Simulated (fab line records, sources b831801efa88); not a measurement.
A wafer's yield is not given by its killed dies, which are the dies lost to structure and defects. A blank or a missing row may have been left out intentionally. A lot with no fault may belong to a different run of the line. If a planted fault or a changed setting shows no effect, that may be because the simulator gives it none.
Chamber matching | flow gf180mcu | 3 sister chambers for GF_V5_CVD_02 on pecvd-03
The step deposits SiO2 from TEOS, target thk 1450 nm, time 163.28 s. 6 wafers are shown with their chamber, then 8 later ones without.

## WAFERS PAIRED WITH THEIR CHAMBERS
wafer  | chamber | heater_power_w (W)
L084.2 | 2       | 755
L084.4 | 1       | 511
L085.4 | 1       | 509
L085.5 | 2       | 636
L085.6 | 0       | 744
L086.2 | 0       | 752

## WAFERS WHOSE CHAMBER IS MISSING
wafer  | heater_power_w (W)
L086.4 | 414
L086.5 | 792
L089.1 | 758
L089.3 | 524
L089.4 | 639
L090.1 | 788
L090.3 | 719
L090.6 | 528

## CHAMBER TAKEN BY EACH
wafer  | from the rows above          | in truth
L086.4 | 1                            | 1
L086.5 | can't be placed: 0 or 2      | 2
L089.1 | can't be placed: 0 or 2      | 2
L089.3 | 1                            | 1
L089.4 | can't be placed: 2 or 0 or 1 | 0
L090.1 | can't be placed: 0 or 2      | 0
L090.3 | can't be placed: 2 or 0      | 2
L090.6 | 1                            | 1
Placed correctly: 3 of 8. Cannot be placed on the basis of these rows: 5; the candidates contain the true chamber in 5. Placed wrongly: 0.
How it was worked out, from the rows above alone: a wafer's distance from a chamber is the root of the sum, over the readings, of the square of ((its reading less the chamber's mean) divided by the reading's scatter). If the next closest chamber is less than 2 further off than the closest, the wafer can't be placed; otherwise it belongs to the closest. Each chamber's mean is taken over the wafers shown for it. The scatter: the root of (the sum of the squares of (reading less its chamber's mean) over the shown wafers, divided by (wafers less chambers)).
